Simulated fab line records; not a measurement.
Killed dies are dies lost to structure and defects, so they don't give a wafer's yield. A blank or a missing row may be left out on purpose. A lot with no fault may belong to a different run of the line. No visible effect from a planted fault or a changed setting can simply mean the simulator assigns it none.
What tool caused it? :: flow sky130 :: 14 lots with 42 wafers sampled at 6 steps, on a route of 708 steps

WHAT THE GAUGES SHOWED, per wafer
SKY_LDD_N_TW_MEAS_17. Usual: LDD_N_TW gives 2574 (standard deviation 17).
lot: L337
measured: day 17 17:24
on: film_metro-03
LDD_N_TW: 2587 2578 2588
flag: 

lot: L338
measured: day 18 03:01
on: film_metro-01
LDD_N_TW: 2566 2570 2563
flag: 

lot: L339
measured: day 18 08:41
on: film_metro-04
LDD_N_TW: 2605 2588 2611
flag: 

lot: L343
measured: day 20 20:22
on: film_metro-01
LDD_N_TW: 2556 2564 2575
flag: 

lot: L345
measured: day 21 10:37
on: film_metro-03
LDD_N_TW: 2536 2550 2544
flag: 

lot: L346
measured: day 21 13:25
on: film_metro-01
LDD_N_TW: 2572 2576 2574
flag: 

lot: L344
measured: day 21 16:28
on: film_metro-01
LDD_N_TW: 2566 2568 2578
flag: 

lot: L348
measured: day 22 04:48
on: film_metro-01
LDD_N_TW: 2574 2566 2577
flag: 

lot: L351
measured: day 23 05:10
on: film_metro-04
LDD_N_TW: 2587 2582 2589
flag: 

lot: L353
measured: day 24 01:07
on: film_metro-03
LDD_N_TW: 2550 2557 2562
flag: 

lot: L355
measured: day 24 14:37
on: film_metro-04
LDD_N_TW: 2451 2441 2446
flag: OFF

lot: L356
measured: day 24 20:11
on: film_metro-04
LDD_N_TW: 2448 2447 2434
flag: OFF

lot: L357
measured: day 25 02:13
on: film_metro-01
LDD_N_TW: 2556 2572 2578
flag: 

lot: L360
measured: day 26 01:16
on: film_metro-03
LDD_N_TW: 2581 2571 2562
flag: 

SKY_LDD_HVN_OVL_MEAS_07. Usual: LDD_HVN_OVL gives 0.1 nm (standard deviation 1.3).
lot: L337
measured: day 20 05:35
on: overlay-02
LDD_HVN_OVL (nm): 0.4 0.7 2.2
flag: 

lot: L338
measured: day 20 15:56
on: overlay-02
LDD_HVN_OVL (nm): 0.2 0.3 1.5
flag: 

lot: L339
measured: day 20 21:41
on: overlay-02
LDD_HVN_OVL (nm): -2.7 -2.9 0.5
flag: 

lot: L343
measured: day 23 09:19
on: overlay-01
LDD_HVN_OVL (nm): 2.1 1.2 2.3
flag: 

lot: L345
measured: day 23 23:10
on: overlay-02
LDD_HVN_OVL (nm): -1.5 -0.5 -0.7
flag: 

lot: L346
measured: day 24 01:44
on: overlay-02
LDD_HVN_OVL (nm): -2.2 -1.1 -1.2
flag: 

lot: L344
measured: day 24 05:17
on: overlay-02
LDD_HVN_OVL (nm): 0.7 -1.1 0.3
flag: 

lot: L348
measured: day 24 16:59
on: overlay-02
LDD_HVN_OVL (nm): -0.8 0.1 -0.6
flag: 

lot: L351
measured: day 25 15:49
on: overlay-01
LDD_HVN_OVL (nm): -0.2 1.8 2.0
flag: 

lot: L353
measured: day 26 12:25
on: overlay-02
LDD_HVN_OVL (nm): 0.0 0.1 0.8
flag: 

lot: L357
measured: day 27 12:11
on: overlay-02
LDD_HVN_OVL (nm): 1.2 -1.2 -0.5
flag: 

lot: L360
measured: day 28 11:02
on: overlay-02
LDD_HVN_OVL (nm): 0.4 -1.4 -0.8
flag: 

WHICH TOOL RAN EACH LOT (tool, then ch and the chambers of the sampled wafers, then the start)
lot: L337
SKY_GATE_OXIDE_STRIP_13: plasma_asher-02 ch 0,1, day 13 19:26
SKY_POLY_GATE_STRIP_18: plasma_asher-02 ch 0,1, day 16 09:30
SKY_LDD_N_IMPLANT_11: implanter-03 ch 0, day 17 16:33
SKY_LDD_N_STRIP_16: plasma_asher-01 ch 0,1, day 17 17:18

lot: L338
SKY_GATE_OXIDE_STRIP_13: plasma_asher-02 ch 0,1, day 14 04:40
SKY_POLY_GATE_STRIP_18: plasma_asher-03 ch 0,1, day 16 16:32
SKY_LDD_N_IMPLANT_11: implanter-04 ch 0, day 18 02:10
SKY_LDD_N_STRIP_16: plasma_asher-04 ch 0,1, day 18 02:54

lot: L339
SKY_GATE_OXIDE_STRIP_13: plasma_asher-02 ch 0,1, day 14 09:35
SKY_POLY_GATE_STRIP_18: plasma_asher-03 ch 0,1, day 16 23:45
SKY_LDD_N_IMPLANT_11: implanter-04 ch 0, day 18 07:50
SKY_LDD_N_STRIP_16: plasma_asher-01 ch 0,1, day 18 08:35

lot: L343
SKY_GATE_OXIDE_STRIP_13: plasma_asher-04 ch 1, day 16 15:30
SKY_POLY_GATE_STRIP_18: plasma_asher-02 ch 1, day 19 10:53
SKY_LDD_N_IMPLANT_11: implanter-04 ch 0, day 20 19:31
SKY_LDD_N_STRIP_16: plasma_asher-04 ch 0,1, day 20 20:16

lot: L345
SKY_GATE_OXIDE_STRIP_13: plasma_asher-01 ch 0,1, day 17 05:40
SKY_POLY_GATE_STRIP_18: plasma_asher-03 ch 0, day 20 00:44
SKY_LDD_N_IMPLANT_11: implanter-01 ch 0, day 21 09:46
SKY_LDD_N_STRIP_16: plasma_asher-04 ch 0,1, day 21 10:31

lot: L346
SKY_GATE_OXIDE_STRIP_13: plasma_asher-02 ch 0,1, day 17 07:31
SKY_POLY_GATE_STRIP_18: plasma_asher-03 ch 0,1, day 20 03:33
SKY_LDD_N_IMPLANT_11: implanter-01 ch 0, day 21 12:34
SKY_LDD_N_STRIP_16: plasma_asher-03 ch 0,1, day 21 13:19

lot: L344
SKY_GATE_OXIDE_STRIP_13: plasma_asher-01 ch 0,1, day 17 08:44
SKY_POLY_GATE_STRIP_18: plasma_asher-02 ch 0,1, day 20 06:29
SKY_LDD_N_IMPLANT_11: implanter-01 ch 0, day 21 15:37
SKY_LDD_N_STRIP_16: plasma_asher-01 ch 0,1, day 21 16:22

lot: L348
SKY_GATE_OXIDE_STRIP_13: plasma_asher-01 ch 0,1, day 18 00:05
SKY_POLY_GATE_STRIP_18: plasma_asher-02 ch 0,1, day 20 18:54
SKY_LDD_N_IMPLANT_11: implanter-01 ch 0, day 22 03:57
SKY_LDD_N_STRIP_16: plasma_asher-03 ch 0,1, day 22 04:42

lot: L351
SKY_GATE_OXIDE_STRIP_13: plasma_asher-01 ch 0,1, day 18 22:04
SKY_POLY_GATE_STRIP_18: plasma_asher-01 ch 0,1, day 21 19:45
SKY_LDD_N_IMPLANT_11: implanter-04 ch 0, day 23 04:19
SKY_LDD_N_STRIP_16: plasma_asher-01 ch 0,1, day 23 05:04

lot: L353
SKY_GATE_OXIDE_STRIP_13: plasma_asher-01 ch 0,1, day 19 20:50
SKY_POLY_GATE_STRIP_18: plasma_asher-01 ch 0,1, day 22 16:24
SKY_LDD_N_IMPLANT_11: implanter-01 ch 0, day 24 00:16
SKY_LDD_N_STRIP_16: plasma_asher-01 ch 0,1, day 24 01:01

lot: L355
SKY_GATE_OXIDE_STRIP_13: plasma_asher-04 ch 0,1, day 20 11:13
SKY_POLY_GATE_STRIP_18: plasma_asher-03 ch 0,1, day 23 06:05
SKY_LDD_N_IMPLANT_11: implanter-04, day 24 13:46
SKY_LDD_N_STRIP_16: plasma_asher-01 ch 0,1, day 24 14:30

lot: L356
SKY_GATE_OXIDE_STRIP_13: plasma_asher-01 ch 0,1, day 20 15:43
SKY_POLY_GATE_STRIP_18: plasma_asher-03 ch 0,1, day 23 10:25
SKY_LDD_N_IMPLANT_11: implanter-01, day 24 19:22
SKY_LDD_N_STRIP_16: plasma_asher-04 ch 0,1, day 24 20:05

lot: L357
SKY_GATE_OXIDE_STRIP_13: plasma_asher-01 ch 0,1, day 20 22:37
SKY_POLY_GATE_STRIP_18: plasma_asher-03 ch 0,1, day 23 17:44
SKY_LDD_N_IMPLANT_11: implanter-03 ch 0, day 25 01:22
SKY_LDD_N_STRIP_16: plasma_asher-03 ch 0,1, day 25 02:07

lot: L360
SKY_GATE_OXIDE_STRIP_13: plasma_asher-02 ch 0,1, day 21 21:42
SKY_POLY_GATE_STRIP_18: plasma_asher-02 ch 0,1, day 24 16:49
SKY_LDD_N_IMPLANT_11: implanter-04 ch 0, day 26 00:27
SKY_LDD_N_STRIP_16: plasma_asher-04 ch 0,1, day 26 01:11
- SKY_GATE_OXIDE_STRIP_13: strips in O2/N2.
- SKY_POLY_GATE_STRIP_18: strips in O2/N2.
- SKY_LDD_N_IMPLANT_11
- SKY_LDD_N_STRIP_16: strips in O2/N2.

WHAT THE TOOLS THEMSELVES READ (means of the sampled wafers that have a number; where no wafer has one, the mark that the record gives instead)
SKY_GATE_OXIDE_STRIP_13. Usual: chamber_pressure_mTorr 1499.9 mTorr, standard deviation 1.4; drypump_motor_current_A 5.7 A, standard deviation 0.39; o2_flow_sccm 3001 sccm, standard deviation 10; oes_product_au 0.715 a.u., standard deviation 0.0047; strip_time_to_endpoint_s 14.19 s, standard deviation 0.039.
lot: L337
tool: plasma_asher-02
chamber_pressure_mTorr (mTorr): 1500.6
drypump_motor_current_A (A): 5.8
o2_flow_sccm (sccm): 2998
oes_product_au (a.u.): 0.712
strip_time_to_endpoint_s (s): 14.23
flag: 

lot: L338
tool: plasma_asher-02
chamber_pressure_mTorr (mTorr): 1500.3
drypump_motor_current_A (A): 5.9
o2_flow_sccm (sccm): 2999
oes_product_au (a.u.): 0.717
strip_time_to_endpoint_s (s): 14.21
flag: 

lot: L339
tool: plasma_asher-02
chamber_pressure_mTorr (mTorr): 1499.6
drypump_motor_current_A (A): 5.9
o2_flow_sccm (sccm): 3003
oes_product_au (a.u.): 0.714
strip_time_to_endpoint_s (s): 14.18
flag: 

lot: L343
tool: plasma_asher-04
chamber_pressure_mTorr (mTorr): 1499.9
drypump_motor_current_A (A): 5.0
o2_flow_sccm (sccm): 2995
oes_product_au (a.u.): 0.716
strip_time_to_endpoint_s (s): 14.19
flag: 

lot: L345
tool: plasma_asher-01
chamber_pressure_mTorr (mTorr): 1500.5
drypump_motor_current_A (A): 5.8
o2_flow_sccm (sccm): 3009
oes_product_au (a.u.): 0.719
strip_time_to_endpoint_s (s): 14.18
flag: 

lot: L346
tool: plasma_asher-02
chamber_pressure_mTorr (mTorr): 1500.3
drypump_motor_current_A (A): 5.9
o2_flow_sccm (sccm): 3008
oes_product_au (a.u.): 0.715
strip_time_to_endpoint_s (s): 14.19
flag: 

lot: L344
tool: plasma_asher-01
chamber_pressure_mTorr (mTorr): 1500.5
drypump_motor_current_A (A): 5.7
o2_flow_sccm (sccm): 3000
oes_product_au (a.u.): 0.713
strip_time_to_endpoint_s (s): 14.23
flag: 

lot: L348
tool: plasma_asher-01
chamber_pressure_mTorr (mTorr): 1499.2
drypump_motor_current_A (A): 5.5
o2_flow_sccm (sccm): 3011
oes_product_au (a.u.): 0.713
strip_time_to_endpoint_s (s): 14.19
flag: 

lot: L351
tool: plasma_asher-01
chamber_pressure_mTorr (mTorr): 1500.0
drypump_motor_current_A (A): 5.5
o2_flow_sccm (sccm): 2998
oes_product_au (a.u.): 0.721
strip_time_to_endpoint_s (s): 14.13
flag: 

lot: L353
tool: plasma_asher-01
chamber_pressure_mTorr (mTorr): 1498.1
drypump_motor_current_A (A): 5.8
o2_flow_sccm (sccm): 2986
oes_product_au (a.u.): 0.716
strip_time_to_endpoint_s (s): 14.20
flag: 

lot: L355
tool: plasma_asher-04
chamber_pressure_mTorr (mTorr): 1499.9
drypump_motor_current_A (A): 5.4
o2_flow_sccm (sccm): 3003
oes_product_au (a.u.): 0.708
strip_time_to_endpoint_s (s): 14.21
flag: 

lot: L356
tool: plasma_asher-01
chamber_pressure_mTorr (mTorr): 1498.2
drypump_motor_current_A (A): 5.5
o2_flow_sccm (sccm): 3002
oes_product_au (a.u.): 0.712
strip_time_to_endpoint_s (s): 14.18
flag: 

lot: L357
tool: plasma_asher-01
chamber_pressure_mTorr (mTorr): 1498.8
drypump_motor_current_A (A): 5.5
o2_flow_sccm (sccm): 3002
oes_product_au (a.u.): 0.714
strip_time_to_endpoint_s (s): 14.17
flag: 

lot: L360
tool: plasma_asher-02
chamber_pressure_mTorr (mTorr): 1500.8
drypump_motor_current_A (A): 5.9
o2_flow_sccm (sccm): 3003
oes_product_au (a.u.): 0.718
strip_time_to_endpoint_s (s): 14.15
flag: 

SKY_POLY_GATE_STRIP_18. Usual: chamber_pressure_mTorr 1500.0 mTorr, standard deviation 1.4; drypump_motor_current_A 5.6 A, standard deviation 0.46; o2_flow_sccm 3001 sccm, standard deviation 9.8; oes_product_au 0.360 a.u., standard deviation 0.0049; strip_time_to_endpoint_s 3.15 s, standard deviation 0.031.
lot: L337
tool: plasma_asher-02
chamber_pressure_mTorr (mTorr): 1500.0
drypump_motor_current_A (A): 5.8
o2_flow_sccm (sccm): 2994
oes_product_au (a.u.): 0.359
strip_time_to_endpoint_s (s): 3.15
flag: 

lot: L338
tool: plasma_asher-03
chamber_pressure_mTorr (mTorr): 1500.1
drypump_motor_current_A (A): 5.3
o2_flow_sccm (sccm): 3005
oes_product_au (a.u.): 0.367
strip_time_to_endpoint_s (s): 3.19
flag: 

lot: L339
tool: plasma_asher-03
chamber_pressure_mTorr (mTorr): 1500.3
drypump_motor_current_A (A): 5.3
o2_flow_sccm (sccm): 3002
oes_product_au (a.u.): 0.355
strip_time_to_endpoint_s (s): 3.11
flag: 

lot: L343
tool: plasma_asher-02
chamber_pressure_mTorr (mTorr): 1501.3
drypump_motor_current_A (A): 5.9
o2_flow_sccm (sccm): 2986
oes_product_au (a.u.): 0.364
strip_time_to_endpoint_s (s): 3.17
flag: 

lot: L345
tool: plasma_asher-03
chamber_pressure_mTorr (mTorr): 1500.6
drypump_motor_current_A (A): 4.9
o2_flow_sccm (sccm): 3010
oes_product_au (a.u.): 0.355
strip_time_to_endpoint_s (s): 3.13
flag: 

lot: L346
tool: plasma_asher-03
chamber_pressure_mTorr (mTorr): 1499.2
drypump_motor_current_A (A): 5.7
o2_flow_sccm (sccm): 3004
oes_product_au (a.u.): 0.359
strip_time_to_endpoint_s (s): 3.17
flag: 

lot: L344
tool: plasma_asher-02
chamber_pressure_mTorr (mTorr): 1500.3
drypump_motor_current_A (A): 5.8
o2_flow_sccm (sccm): 3007
oes_product_au (a.u.): 0.359
strip_time_to_endpoint_s (s): 3.10
flag: 

lot: L348
tool: plasma_asher-02
chamber_pressure_mTorr (mTorr): 1499.5
drypump_motor_current_A (A): 5.9
o2_flow_sccm (sccm): 2994
oes_product_au (a.u.): 0.361
strip_time_to_endpoint_s (s): 3.16
flag: 

lot: L351
tool: plasma_asher-01
chamber_pressure_mTorr (mTorr): 1499.1
drypump_motor_current_A (A): 5.5
o2_flow_sccm (sccm): 2996
oes_product_au (a.u.): 0.361
strip_time_to_endpoint_s (s): 3.18
flag: 

lot: L353
tool: plasma_asher-01
chamber_pressure_mTorr (mTorr): 1500.2
drypump_motor_current_A (A): 5.7
o2_flow_sccm (sccm): 2987
oes_product_au (a.u.): 0.365
strip_time_to_endpoint_s (s): 3.18
flag: 

lot: L355
tool: plasma_asher-03
chamber_pressure_mTorr (mTorr): 1499.0
drypump_motor_current_A (A): 5.7
o2_flow_sccm (sccm): 3006
oes_product_au (a.u.): 0.357
strip_time_to_endpoint_s (s): 3.12
flag: 

lot: L356
tool: plasma_asher-03
chamber_pressure_mTorr (mTorr): 1500.6
drypump_motor_current_A (A): 5.7
o2_flow_sccm (sccm): 3003
oes_product_au (a.u.): 0.359
strip_time_to_endpoint_s (s): 3.16
flag: 

lot: L357
tool: plasma_asher-03
chamber_pressure_mTorr (mTorr): 1500.4
drypump_motor_current_A (A): 5.2
o2_flow_sccm (sccm): 3005
oes_product_au (a.u.): 0.358
strip_time_to_endpoint_s (s): 3.17
flag: 

lot: L360
tool: plasma_asher-02
chamber_pressure_mTorr (mTorr): 1499.8
drypump_motor_current_A (A): 5.8
o2_flow_sccm (sccm): 2999
oes_product_au (a.u.): 0.362
strip_time_to_endpoint_s (s): 3.17
flag: 

SKY_LDD_N_IMPLANT_11. Usual: beam_energy_keV 20.000, standard deviation 0.0067; beam_on_s 10.13 s, standard deviation 0.26.
lot: L337
tool: implanter-03
beam_energy_keV: 20.000
beam_on_s (s): 9.91
flag: 

lot: L338
tool: implanter-04
beam_energy_keV: 20.000
beam_on_s (s): 10.11
flag: 

lot: L339
tool: implanter-04
beam_energy_keV: 20.004
beam_on_s (s): 10.37
flag: 

lot: L343
tool: implanter-04
beam_energy_keV: 20.009
beam_on_s (s): 10.26
flag: 

lot: L345
tool: implanter-01
beam_energy_keV: 20.002
beam_on_s (s): 10.10
flag: 

lot: L346
tool: implanter-01
beam_energy_keV: 20.002
beam_on_s (s): 10.01
flag: 

lot: L344
tool: implanter-01
beam_energy_keV: 19.994
beam_on_s (s): 9.78
flag: 

lot: L348
tool: implanter-01
beam_energy_keV: 20.001
beam_on_s (s): 10.04
flag: 

lot: L351
tool: implanter-04
beam_energy_keV: 19.994
beam_on_s (s): 10.50
flag: 

lot: L353
tool: implanter-01
beam_energy_keV: 20.002
beam_on_s (s): 9.86
flag: 

lot: L355
tool: implanter-04
beam_energy_keV: -
beam_on_s (s): -
flag: OFF

lot: L356
tool: implanter-01
beam_energy_keV: -
beam_on_s (s): -
flag: OFF

lot: L357
tool: implanter-03
beam_energy_keV: 19.994
beam_on_s (s): 10.06
flag: 

lot: L360
tool: implanter-04
beam_energy_keV: 19.994
beam_on_s (s): 10.50
flag: 

SKY_LDD_N_STRIP_16. Usual: chamber_pressure_mTorr 1500.1 mTorr, standard deviation 1.3; drypump_motor_current_A 5.6 A, standard deviation 0.52; o2_flow_sccm 2999 sccm, standard deviation 9; oes_product_au 0.407 a.u., standard deviation 0.0049; strip_time_to_endpoint_s 4.317 s, standard deviation 0.013.
lot: L337
tool: plasma_asher-01
chamber_pressure_mTorr (mTorr): 1498.7
drypump_motor_current_A (A): 5.5
o2_flow_sccm (sccm): 3012
oes_product_au (a.u.): 0.407
strip_time_to_endpoint_s (s): 4.323
flag: 

lot: L338
tool: plasma_asher-04
chamber_pressure_mTorr (mTorr): 1500.7
drypump_motor_current_A (A): 5.8
o2_flow_sccm (sccm): 3006
oes_product_au (a.u.): 0.409
strip_time_to_endpoint_s (s): 4.319
flag: 

lot: L339
tool: plasma_asher-01
chamber_pressure_mTorr (mTorr): 1500.1
drypump_motor_current_A (A): 5.5
o2_flow_sccm (sccm): 2994
oes_product_au (a.u.): 0.409
strip_time_to_endpoint_s (s): 4.315
flag: 

lot: L343
tool: plasma_asher-04
chamber_pressure_mTorr (mTorr): 1500.8
drypump_motor_current_A (A): 5.4
o2_flow_sccm (sccm): 2993
oes_product_au (a.u.): 0.407
strip_time_to_endpoint_s (s): 4.330
flag: 

lot: L345
tool: plasma_asher-04
chamber_pressure_mTorr (mTorr): 1499.4
drypump_motor_current_A (A): 5.8
o2_flow_sccm (sccm): 3001
oes_product_au (a.u.): 0.405
strip_time_to_endpoint_s (s): 4.301
flag: 

lot: L346
tool: plasma_asher-03
chamber_pressure_mTorr (mTorr): 1501.0
drypump_motor_current_A (A): 5.3
o2_flow_sccm (sccm): 3006
oes_product_au (a.u.): 0.401
strip_time_to_endpoint_s (s): 4.331
flag: 

lot: L344
tool: plasma_asher-01
chamber_pressure_mTorr (mTorr): 1498.7
drypump_motor_current_A (A): 5.7
o2_flow_sccm (sccm): 3004
oes_product_au (a.u.): 0.404
strip_time_to_endpoint_s (s): 4.326
flag: 

lot: L348
tool: plasma_asher-03
chamber_pressure_mTorr (mTorr): 1501.5
drypump_motor_current_A (A): 5.7
o2_flow_sccm (sccm): 2999
oes_product_au (a.u.): 0.407
strip_time_to_endpoint_s (s): 4.320
flag: 

lot: L351
tool: plasma_asher-01
chamber_pressure_mTorr (mTorr): 1498.8
drypump_motor_current_A (A): 5.7
o2_flow_sccm (sccm): 2993
oes_product_au (a.u.): 0.408
strip_time_to_endpoint_s (s): 4.307
flag: 

lot: L353
tool: plasma_asher-01
chamber_pressure_mTorr (mTorr): 1499.7
drypump_motor_current_A (A): 5.7
o2_flow_sccm (sccm): 2994
oes_product_au (a.u.): 0.408
strip_time_to_endpoint_s (s): 4.320
flag: 

lot: L355
tool: plasma_asher-01
chamber_pressure_mTorr (mTorr): 1500.6
drypump_motor_current_A (A): 5.6
o2_flow_sccm (sccm): 2994
oes_product_au (a.u.): 0.408
strip_time_to_endpoint_s (s): 4.145
flag: OFF

lot: L356
tool: plasma_asher-04
chamber_pressure_mTorr (mTorr): 1498.8
drypump_motor_current_A (A): 5.8
o2_flow_sccm (sccm): 2998
oes_product_au (a.u.): 0.408
strip_time_to_endpoint_s (s): 4.144
flag: OFF

lot: L357
tool: plasma_asher-03
chamber_pressure_mTorr (mTorr): 1499.3
drypump_motor_current_A (A): 5.2
o2_flow_sccm (sccm): 3004
oes_product_au (a.u.): 0.407
strip_time_to_endpoint_s (s): 4.303
flag: 

lot: L360
tool: plasma_asher-04
chamber_pressure_mTorr (mTorr): 1498.5
drypump_motor_current_A (A): 5.8
o2_flow_sccm (sccm): 2999
oes_product_au (a.u.): 0.401
strip_time_to_endpoint_s (s): 4.316
flag: 

THE ANSWER, worked out from the rows above alone
Rule: a lot counts as off when the mean over its wafers that have a number is more than 3 standard deviations away from the usual mean. Also off: a lot with no number at a reading for which 4 or more lots have one. The other lots that the step has rows for count as sound. The gauges are gone through in route order, then the tools' own readings, and for those a lot's mean is taken as printed above. The first step at which some lot is off is used, and at that step the reading that is off furthest; a lot without a number counts as furthest.
Off: at SKY_LDD_N_TW_MEAS_17 (LDD_N_TW), L355, L356.
A tool fits if, at a process step before that reading, it ran every lot that is off, and no sound lot after the first of them. Not tried: the gauges at SKY_LDD_N_TW_MEAS_17; whatever is off there is also off at SKY_LDD_N_IMPLANT_11, on other tools, and gauge error can't account for it. Of those tried, none fits.

WHAT THE SIMULATOR PUT IN
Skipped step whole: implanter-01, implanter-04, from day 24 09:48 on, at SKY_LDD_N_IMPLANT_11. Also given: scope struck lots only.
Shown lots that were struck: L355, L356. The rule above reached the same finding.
